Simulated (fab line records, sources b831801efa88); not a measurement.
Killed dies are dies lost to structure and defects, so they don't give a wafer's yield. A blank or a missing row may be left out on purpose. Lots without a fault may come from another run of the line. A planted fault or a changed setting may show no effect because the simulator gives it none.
Problem report in the 8D (eight disciplines) form, filled by code | flow sky130 | the parts of the form that need people (team, actions taken, sign-off) are left out

1. THE PROBLEM
killed_at_M0_to_M3 at SKY_PAD_OPEN_PROBE_99 reads a mean of 105 on 6 wafers of 2 lots; wafers without a fault read 44 with a standard deviation of 7. That is +8.7 standard deviations from the usual mean.
First seen on wafer L242.1, day 48 06:03, on prober-01. The record holds 39 wafers of 13 lots with a number at this step. Rule for "out", or "out of limits": more than 4 standard deviations from the usual mean. The other wafers with a number count as sound.

2. WHAT IT IS AND WHAT IT IS NOT
question                    | is                                                                                                       | is not
which readings at this step | killed_at_M0_to_M3, defect_limited_yield, killed_dies, sort_bin_3_pad_short, sort_n_pass, sort_yield_pct | killed_at_M4_up, killed_at_contacts, killed_at_other, killed_on_rim, killed_open, killed_short, sort_bin_6_memory
which lots                  | L242, L243                                                                                               | L232, L233, L234, L235, L236, L237, L238, L244, L247, L253, L255
which wafers of those lots  | all that have a number                                                                                   | -
read on which tools         | prober-01, prober-02                                                                                     | -
when                        | from day 48 06:03                                                                                        | up to then (21 sound wafers); but 12 sound wafers of L244, L247, L253, L255 came after

3. SUSPECTS, AND WHAT RULES EACH OUT
Counting: a tool at a process step up to the reading stays a suspect if it ran every lot that is out and no sound lot after the first of them.
- wet_bench-01 at SKY_VIA3_CLEAN_19 (cleans in O3/DIW): kept. It ran every lot that is out, first L242 (day 42 13:56), and no sound lot after that; its last sound lot up to then is L238 (day 41 15:19).
Left after counting: wet_bench-01 at SKY_VIA3_CLEAN_19.

4. THE CAUSE (what the simulator had put in)
Chamber particle source: wet_bench-01, from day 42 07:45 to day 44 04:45, at SKY_VIA3_CLEAN_19. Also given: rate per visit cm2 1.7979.
Counting left only this tool.

5. THE CHAIN OF EFFECTS, in route order
Each row: a reading whose mean over the struck wafers that have a number lies more than 3 standard deviations from the usual. Only readings for which the record gives a usual standard deviation are gone through. hours: the time from each lot's start at the first step in this table that gives one to its start at this step, as a median over the lots. sigmas: the change in usual standard deviations.
hours | step                  | reading              | usual  | on struck wafers | change | sigmas
0     | SKY_PAD_OPEN_PROBE_99 | defect_limited_yield | 82.4 % | 71.6             | -10.8  | -5.7
0     | SKY_PAD_OPEN_PROBE_99 | killed_at_M0_to_M3   | 44     | 105              | +61    | +8.7
0     | SKY_PAD_OPEN_PROBE_99 | killed_dies          | 86     | 140              | +54    | +5.6
0     | SKY_PAD_OPEN_PROBE_99 | sort_bin_3_pad_short | 0.9 %  | 4.7              | +3.8   | +8.6
0     | SKY_PAD_OPEN_PROBE_99 | sort_bin_5_function  | 10.3 % | 17.8             | +7.5   | +5.0
0     | SKY_PAD_OPEN_PROBE_99 | sort_n_pass          | 406    | 352              | -54    | -5.6
0     | SKY_PAD_OPEN_PROBE_99 | sort_yield_pct       | 82.4 % | 71.6             | -10.8  | -5.7
The process steps in it:
- SKY_PAD_OPEN_PROBE_99

6. WHAT WOULD HAVE CAUGHT IT SOONER
In this record the first reading out of limits was taken at day 48 06:03, 142 hours after the fault began at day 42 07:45.
All the lots that are out (2) had begun SKY_VIA3_CLEAN_19 on wet_bench-01 by day 48 06:03. A hold on the tool at that time would have spared none of them.
